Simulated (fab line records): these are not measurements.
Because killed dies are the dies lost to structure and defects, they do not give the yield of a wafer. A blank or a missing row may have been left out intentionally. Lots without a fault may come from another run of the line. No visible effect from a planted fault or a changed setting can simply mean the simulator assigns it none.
fab line records ; flow sky130
[record] lots = 14; wafers = 42; last-day = 49
route steps=708 shown SONOS_ONO@178 LDD_P@262 LDD_HVP@285 SD_P@331
lots that met no fault: taken from a fault-free run of the same line
start-h: start of the lot's first displayed wafer, in hours after the record's first day ; wait-h: how many hours have passed since the lot's step before this one ; " as in the row above ; L1.1+2: a row that stands for several wafers ; - no value, or no start was given ; * or withheld: withheld ; < > ~ a bound
route shown NAME@n: a module of which the file shows steps, and the number in the route of the first ; usual: the fault-free wafers' mean and standard deviation ; same: alike in all rows ; chamber/n: place in a boat ; sites: the reading at each site ; _std_site: how widely they spread, as a standard deviation ; _edge_site: mean of outer sites minus mean of inner sites ; radius-mm: for every site, how far away it sits from the centre of the wafer ; mask NAME#n: copy n ; behind: the last tool/chamber to shape the wafer ; hold: the reason the lot was held/the length of the hold in hours/how it ended ; device: names the non-switching transistor (n, p or np) ; end of line: tests run on the same wafers once the route is complete ; a step given without rows: its recipe and nothing more ; killed: dies that structure and defects cost at the first sort, which is not the same as the wafer's yield ; map: the dies of a wafer, with x for killed, . for not killed, _ for no die there
set.NAME: the setting the step ran with; set.NAME@STEP: the setting that earlier step ran with ; model.NAME: the simulator's own value behind a step, which no gauge read
a sample of lots followed through the steps of the route, with each step as a table and each wafer as a row
services: from which hour (start-h, from the record's first day; less than 0 if before it) a tool's chamber was out of use, for how many hours, and why
[[steps]]
[step SKY_SONOS_ONO_EXPOSE_10]
[recipe] mask-id = ONOM; target-cd-nm = 410; na = 0.6; source-shape = conventional; sigma-outer = 0.6; dose-mj = 150
[usual] exposure-dose-mJ-cm2 = 149.95/0.15; focus-offset-nm = -0.1/0.49
lot.wafer;tool;chamber;start-h;wait-h;mask;exposure-dose-mJ-cm2;focus-offset-nm
L927.2;iline-stepper-01;0;264.24;-;ONOM#0;149.95;-1.3
L927.3;iline-stepper-01;0;264.24;-;ONOM#0;149.80;-0.4
L927.4;iline-stepper-01;0;264.24;-;ONOM#0;149.74;-0.9
L928.2;iline-stepper-01;0;276.11;-;ONOM#0;149.79;-0.1
L928.3;iline-stepper-01;0;276.11;-;ONOM#0;149.79;0.3
L928.5;iline-stepper-01;0;276.11;-;ONOM#0;149.98;-0.4
L931.1;iline-stepper-01;0;300.71;-;ONOM#0;150.19;0.2
L931.5;iline-stepper-01;0;300.71;-;ONOM#0;150.26;0.3
L931.6;iline-stepper-01;0;300.71;-;ONOM#0;149.89;0.7
L932.1;iline-stepper-02;0;307.06;-;ONOM#0;149.74;0.5
L932.3;iline-stepper-02;0;307.06;-;ONOM#0;150.03;0.6
L932.4;iline-stepper-02;0;307.06;-;ONOM#0;149.89;-0.7
L933.3;iline-stepper-01;0;316.23;-;ONOM#0;150.14;-0.5
L933.4;iline-stepper-01;0;316.23;-;ONOM#0;150.07;-0.4
L933.5;iline-stepper-01;0;316.23;-;ONOM#0;150.02;0.1
L935.3;iline-stepper-01;0;329.65;-;ONOM#0;149.88;0.3
L935.4;iline-stepper-01;0;329.65;-;ONOM#0;150.08;-0.5
L935.6;iline-stepper-01;0;329.65;-;ONOM#0;150.30;0.1
L936.2;iline-stepper-02;0;342.68;-;ONOM#0;150.04;0.5
L936.4;iline-stepper-02;0;342.68;-;ONOM#0;150.09;0.0
L936.5;iline-stepper-02;0;342.68;-;ONOM#0;149.99;-0.8
L937.1;iline-stepper-01;0;346.95;-;ONOM#0;149.93;1.1
L937.2;iline-stepper-01;0;346.95;-;ONOM#0;149.97;0.4
L937.5;iline-stepper-01;0;346.95;-;ONOM#0;150.12;0.6
L938.2;iline-stepper-01;0;364.49;-;ONOM#0;150.03;0.3
L938.4;iline-stepper-01;0;364.49;-;ONOM#0;150.04;-0.4
L938.6;iline-stepper-01;0;364.49;-;ONOM#0;150.04;-0.4
L939.1;iline-stepper-02;0;370.71;-;ONOM#0;149.81;0.6
L939.4;iline-stepper-02;0;370.71;-;ONOM#0;149.71;0.1
L939.5;iline-stepper-02;0;370.71;-;ONOM#0;150.09;0.3
L940.4;iline-stepper-01;0;377.02;-;ONOM#0;150.20;0.0
L940.5;iline-stepper-01;0;377.02;-;ONOM#0;150.20;-0.4
L940.6;iline-stepper-01;0;377.02;-;ONOM#0;150.16;-0.3
L943.1;iline-stepper-01;0;401.13;-;ONOM#0;149.98;-0.7
L943.5;iline-stepper-01;0;401.13;-;ONOM#0;149.84;0.1
L943.6;iline-stepper-01;0;401.13;-;ONOM#0;149.99;-0.4
L948.1;iline-stepper-02;-;447.13;-;ONOM#0;-;-
L948.4;iline-stepper-02;-;447.13;-;ONOM#0;-;-
L948.5;iline-stepper-02;-;447.13;-;ONOM#0;-;-
L950.1;iline-stepper-01;-;449.92;-;ONOM#0;-;-
L950.4;iline-stepper-01;-;449.92;-;ONOM#0;-;-
L950.5;iline-stepper-01;-;449.92;-;ONOM#0;-;-
[step SKY_LDD_P_CD_MEAS_07]
[recipe] target-cd-nm = 380
[usual] cd-nm = 380.5/2.2
lot.wafer;tool;chamber;start-h;wait-h;cd-nm
L927.2;cd-sem-02;-;427.50;0.1;380.8
L927.3;cd-sem-02;-;427.50;0.1;385.3
L927.4;cd-sem-02;-;427.50;0.1;380.0
L928.2;cd-sem-02;-;437.05;0.1;378.1
L928.3;cd-sem-02;-;437.05;0.1;377.0
L928.5;cd-sem-02;-;437.05;0.1;378.3
L931.1;cd-sem-01;-;471.07;0.1;378.8
L931.5;cd-sem-01;-;471.07;0.1;380.5
L931.6;cd-sem-01;-;471.07;0.1;379.7
L932.1;cd-sem-01;-;477.13;0.1;382.4
L932.3;cd-sem-01;-;477.13;0.1;382.7
L932.4;cd-sem-01;-;477.13;0.1;381.3
L933.3;cd-sem-01;-;489.57;0.1;383.0
L933.4;cd-sem-01;-;489.57;0.1;383.6
L933.5;cd-sem-01;-;489.57;0.1;384.9
L935.3;cd-sem-02;-;501.31;0.1;379.7
L935.4;cd-sem-02;-;501.31;0.1;380.9
L935.6;cd-sem-02;-;501.31;0.1;379.6
L936.2;cd-sem-02;-;523.49;0.1;380.6
L936.4;cd-sem-02;-;523.49;0.1;380.9
L936.5;cd-sem-02;-;523.49;0.1;379.7
L937.1;cd-sem-02;-;524.98;0.1;378.5
L937.2;cd-sem-02;-;524.98;0.1;378.1
L937.5;cd-sem-02;-;524.98;0.1;379.3
L938.2;cd-sem-02;-;539.09;0.1;378.6
L938.4;cd-sem-02;-;539.09;0.1;379.6
L938.6;cd-sem-02;-;539.09;0.1;378.7
L939.1;cd-sem-02;-;547.42;0.1;378.8
L939.4;cd-sem-02;-;547.42;0.1;379.6
L939.5;cd-sem-02;-;547.42;0.1;380.9
L940.4;cd-sem-01;-;555.49;0.1;381.6
L940.5;cd-sem-01;-;555.49;0.1;379.5
L940.6;cd-sem-01;-;555.49;0.1;381.2
L943.1;cd-sem-01;-;577.28;0.1;382.9
L943.5;cd-sem-01;-;577.28;0.1;383.0
L943.6;cd-sem-01;-;577.28;0.1;382.3
[step SKY_LDD_HVP_OVL_MEAS_07]
[usual] LDD_HVP_OVL = 0.6/1.4
lot.wafer;tool;chamber;start-h;wait-h;LDD_HVP_OVL[nm]
L927.2;overlay-01;-;489.55;0.1;1.3
L927.3;overlay-01;-;489.55;0.1;1.9
L927.4;overlay-01;-;489.55;0.1;0.0
L928.2;overlay-02;-;498.84;0.1;0.9
L928.3;overlay-02;-;498.84;0.1;-0.3
L928.5;overlay-02;-;498.84;0.1;2.0
L931.1;overlay-02;-;532.18;0.1;-0.7
L931.5;overlay-02;-;532.18;0.1;0.3
L931.6;overlay-02;-;532.18;0.1;-0.1
L932.1;overlay-01;-;538.09;0.1;1.2
L932.3;overlay-01;-;538.09;0.1;2.8
L932.4;overlay-01;-;538.09;0.1;-0.1
L933.3;overlay-01;-;550.55;0.1;0.0
L933.4;overlay-01;-;550.55;0.1;-1.5
L933.5;overlay-01;-;550.55;0.1;1.2
L935.3;overlay-02;-;561.94;0.1;1.1
L935.4;overlay-02;-;561.94;0.1;-1.8
L935.6;overlay-02;-;561.94;0.1;-0.7
L936.2;overlay-01;-;584.25;0.1;2.9
L936.4;overlay-01;-;584.25;0.1;1.5
L936.5;overlay-01;-;584.25;0.1;3.0
L937.1;overlay-01;-;585.73;0.1;1.0
L937.2;overlay-01;-;585.73;0.1;1.4
L937.5;overlay-01;-;585.73;0.1;1.4
L938.2;overlay-01;-;599.14;0.1;1.1
L938.4;overlay-01;-;599.14;0.1;3.2
L938.6;overlay-01;-;599.14;0.1;0.1
L939.1;overlay-02;-;606.58;0.1;-1.3
L939.4;overlay-02;-;606.58;0.1;-0.3
L939.5;overlay-02;-;606.58;0.1;1.3
L940.4;overlay-01;-;615.20;0.1;1.0
L940.5;overlay-01;-;615.20;0.1;1.0
L940.6;overlay-01;-;615.20;0.1;1.4
L943.1;overlay-01;-;635.24;0.1;1.7
L943.5;overlay-01;-;635.24;0.1;0.7
L943.6;overlay-01;-;635.24;0.1;1.5
[step SKY_SD_P_TW_MEAS_11]
[usual] SD_P_TW = 2866/21
lot.wafer;tool;chamber;start-h;wait-h;SD_P_TW
L927.2;film-metro-01;-;582.59;0.1;2849
L927.3;film-metro-01;-;582.59;0.1;2856
L927.4;film-metro-01;-;582.59;0.1;2868
L928.2;film-metro-03;-;593.90;0.1;2825
L928.3;film-metro-03;-;593.90;0.1;2823
L928.5;film-metro-03;-;593.90;0.1;2840
L931.1;film-metro-01;-;626.35;0.1;2857
L931.5;film-metro-01;-;626.35;0.1;2879
L931.6;film-metro-01;-;626.35;0.1;2887
L932.1;film-metro-01;-;630.15;0.1;2875
L932.3;film-metro-01;-;630.15;0.1;2884
L932.4;film-metro-01;-;630.15;0.1;2876
L933.3;film-metro-02;-;642.06;0.1;2880
L933.4;film-metro-02;-;642.06;0.1;2873
L933.5;film-metro-02;-;642.06;0.1;2881
L935.3;film-metro-02;-;652.17;0.1;2873
L935.4;film-metro-02;-;652.17;0.1;2884
L935.6;film-metro-02;-;652.17;0.1;2874
L936.2;film-metro-02;-;677.96;0.1;2872
L936.4;film-metro-02;-;677.96;0.1;2882
L936.5;film-metro-02;-;677.96;0.1;2873
L937.1;film-metro-02;-;678.25;0.1;2866
L937.2;film-metro-02;-;678.25;0.1;2874
L937.5;film-metro-02;-;678.25;0.1;2872
L938.2;film-metro-03;-;688.45;0.1;2840
L938.4;film-metro-03;-;688.45;0.1;2831
L938.6;film-metro-03;-;688.45;0.1;2825
L939.1;film-metro-03;-;695.35;0.1;2848
L939.4;film-metro-03;-;695.35;0.1;2838
L939.5;film-metro-03;-;695.35;0.1;2841
L940.4;film-metro-02;-;703.41;0.1;2903
L940.5;film-metro-02;-;703.41;0.1;2883
L940.6;film-metro-02;-;703.41;0.1;2900
L943.1;film-metro-02;-;722.08;0.1;2883
L943.5;film-metro-02;-;722.08;0.1;2888
L943.6;film-metro-02;-;722.08;0.1;2875
[[services]]
tool;chamber;start-h;hours;kind
iline-stepper-02;-;263.38;2.1;pm
iline-stepper-02;-;265.46;-;consumable-replace:lamp
iline-stepper-02;-;284.69;1.7;pm
iline-stepper-01;-;287.20;7.1;repair
iline-stepper-01;-;294.26;1.7;pm
iline-stepper-02;0;366.94;-;calibration
iline-stepper-02;-;388.85;8.0;repair
iline-stepper-01;0;431.70;-;calibration
[[key]]
[first-sign] step = SKY_SONOS_ONO_EXPOSE_10; reading = tool-record; direction = missing
effect none on later readings
met-at SKY_SONOS_ONO_EXPOSE_10
struck-lots L948,L950
later-rows-left-out L948.1,L948.4,L948.5,L950.1,L950.4,L950.5
sort-left-out L948.1,L948.4,L948.5,L950.1,L950.4,L950.5
tester-left-out L948,L950
not-acting-at SKY_LDD_P_CD_MEAS_07,SKY_LDD_HVP_OVL_MEAS_07,SKY_SD_P_TW_MEAS_11
onset-between 401.13 447.13
[fault] kind = skipped-step-whole; tool = iline-stepper-01,iline-stepper-02; chamber = -; onset-h = 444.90; steps = SKY_SONOS_ONO_EXPOSE_10; scope = struck-lots-only
// tester-left-out: of these lots the tester's yield and bins aren't shown, on N5 and GAA mostly nor the transistor test; their killed dies are dies lost to structure and defects alone, not to doping, threshold or leakage, so they don't give the yield
// sort-left-out: the simulated sort isn't trusted on such a fault, so these wafers' sort isn't shown, and their yield isn't known
// later-rows-left-out: the simulator's readings of these wafers behind a module that went badly wrong aren't trusted and aren't shown, but for the sort
